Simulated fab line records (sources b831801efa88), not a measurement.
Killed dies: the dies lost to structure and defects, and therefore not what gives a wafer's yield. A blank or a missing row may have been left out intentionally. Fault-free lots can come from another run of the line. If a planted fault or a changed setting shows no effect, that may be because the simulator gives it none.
Struck lot and sound lot, side by side ; flow sky130 ; 26 out of 708 route steps
Sound: these wafers, L241.2, L241.3, L241.6. Wafers struck: L252.3, L252.4, L252.5. The cause comes at the end.
For every step that has rows: the tool of each side, followed by ch and its chambers, followed by its first start. Under that, the readings that differ: sound wafers ; struck wafers ; difference of the means ; sigmas: that difference in standard deviations of wafers without a fault.
alike: a reading whose means differ by less than 2 such deviations, as well as words and numbers matching on both sides. not compared: withheld readings; readings where some wafer has no value; bounds like >300 that might hide an equal value; numbers whose values overlap and for which the record gives no deviation.
A row with sigmas, a row that says differs or no value, or rows on one side alone: a step with any of these is where the two part. Numbers that don't overlap but have no deviation are shown without sigmas and don't part them. A reading that every wafer of one side lacks parts them only if that side has two wafers or more.

first, 5 steps without rows for these wafers: SKY_RES_PROTECT_SOFTBAKE_03 (time 60 s); SKY_RES_PROTECT_EXPOSE_04 (exposes mask RPM, target cd 1270 nm); SKY_RES_PROTECT_PEB_05; SKY_RES_PROTECT_DEVELOP_06 (develop time 60 s); SKY_POLY_GATE_IMPLANT_02.
SKY_RES_PROTECT_STRIP_07: strips in O2/N2.
  sound on plasma-asher-03 ch 0,1, day 15 20:26; struck on plasma-asher-03 ch 0,1, day 19 19:46
reading;sound;struck;difference;sigmas
oes-product-au (a.u.);0.530 0.523 0.519;0.525 0.506 0.507;-0.011;-2
  alike: drypump-motor-current-A, strip-time-to-endpoint-s
  not compared: rf-hours-counter-h
SKY_RES_PROTECT_TW_MEAS_08:
  struck on film-metro-04, day 19 19:51; sound on film-metro-03, day 15 20:32
  alike: POLY_GATE_TW
then, 2 steps without rows for these wafers: SKY_RES_PROTECT_CLEAN_09 (cleans in SC1/SC2, time 150 s); SKY_POLY_GATE_CVD_03 (deposits Si3N4 from DCS/NH3, target thk 75 nm, time 1290 s).
SKY_POLY_GATE_THK_MEAS_04:
  struck on film-metro-01, day 19 21:19; sound on film-metro-01, day 15 22:01
  alike: POLY_GATE_CVD_03_THK
then, 2 steps without rows for these wafers: SKY_POLY_GATE_DEHYDRATE_05 (time 60 s); SKY_POLY_GATE_HMDS_06 (prime time 60 s).
SKY_POLY_GATE_COAT_07: resist thk 110 nm.
  sound on litho-track-04 ch 0, day 16 11:22; struck on litho-track-04 ch 0, day 20 11:26
reading;sound;struck;difference;sigmas
model.BARC_of_POLY_GATE_COAT_07.thk-nm (nm);109.8 109.6 109.5;117.4 117.7 117.7;+8.0;
then, 5 steps without rows for these wafers: SKY_POLY_GATE_COAT_08 (resist thk 450 nm); SKY_POLY_GATE_SOFTBAKE_09 (time 90 s); SKY_POLY_GATE_EXPOSE_10 (exposes mask P1M, target cd 150 nm); SKY_POLY_GATE_PEB_11; SKY_POLY_GATE_DEVELOP_12 (develop time 60 s).
SKY_POLY_GATE_CD_MEAS_13 targets a cd of 150 nm.
  struck on cd-sem-01, day 21 02:41; sound on cd-sem-01, day 17 02:07
  alike: cd-nm
SKY_POLY_GATE_OVL_MEAS_14:
  struck on overlay-02, day 21 02:47; sound on overlay-02, day 17 02:14
  alike: POLY_GATE_OVL
SKY_POLY_GATE_ETCH_15: etches BARC in N2/H2, stops on SiO2, time 118.5 s, target depth 110 nm.
  sound on rie-diel-03 ch 0,3, day 17 02:16; struck on rie-diel-03 ch 0,2,3, day 21 02:49
reading;sound;struck;difference;sigmas
oes-product-au (a.u.);0.720 0.715 0.715;0.742 0.742 0.734;+0.023;+5
model.etch.depth-nm (nm);109.8 109.6 109.5;117.4 117.7 117.7;+8.0;
  alike: drypump-motor-current-A, throttle-valve-pct
  not compared: rf-hours-counter-h
SKY_POLY_GATE_ETCH_16: etches Si3N4 in CH3F/O2, stops on poly-Si, time 147.5 s, target depth 75 nm.
  sound on rie-diel-03 ch 0,3, day 17 02:20; struck on rie-diel-03 ch 0,2,3, day 21 02:53
  alike: drypump-motor-current-A, oes-product-au, throttle-valve-pct
  not compared: rf-hours-counter-h
SKY_POLY_GATE_ETCH_17: etches poly-Si in HBr/Cl2, stops on SiO2, target depth 180 nm, time 70.5 s.
  sound on rie-si-01 ch 0,1,2, day 17 02:26; struck on rie-si-02 ch 0,1,2, day 21 02:59
  alike: drypump-motor-current-A, mfc-cl2-sccm, oes-product-au, throttle-valve-pct
  not compared: rf-hours-counter-h
SKY_POLY_GATE_STRIP_18: strips in O2/N2.
  sound on plasma-asher-03 ch 0,1, day 17 02:30; struck on plasma-asher-02 ch 0,1, day 21 03:05
reading;sound;struck;difference;sigmas
strip-time-to-endpoint-s (s);3.11 3.16 3.16;3.30 3.29 3.29;+0.15;+4
  alike: drypump-motor-current-A, oes-product-au
  not compared: rf-hours-counter-h
then, 1 step without rows for these wafers: SKY_POLY_GATE_CLEAN_19 (cleans in SC1/SC2, time 150 s).
-- here the record skips 28 days between the struck wafers' starts before and after, leaving off in module POLY_GATE and picking up in module PAD_OPEN (first step shown: number 708 of the route) --
SKY_PAD_OPEN_PROBE_99:
  the record has rows for the struck wafers here (prober-02, day 49 04:22) and none for the sound ones

== WHERE THEY PART ==
First at SKY_RES_PROTECT_STRIP_07; last, within this record, at SKY_PAD_OPEN_PROBE_99.

WHY: what the simulator had put in
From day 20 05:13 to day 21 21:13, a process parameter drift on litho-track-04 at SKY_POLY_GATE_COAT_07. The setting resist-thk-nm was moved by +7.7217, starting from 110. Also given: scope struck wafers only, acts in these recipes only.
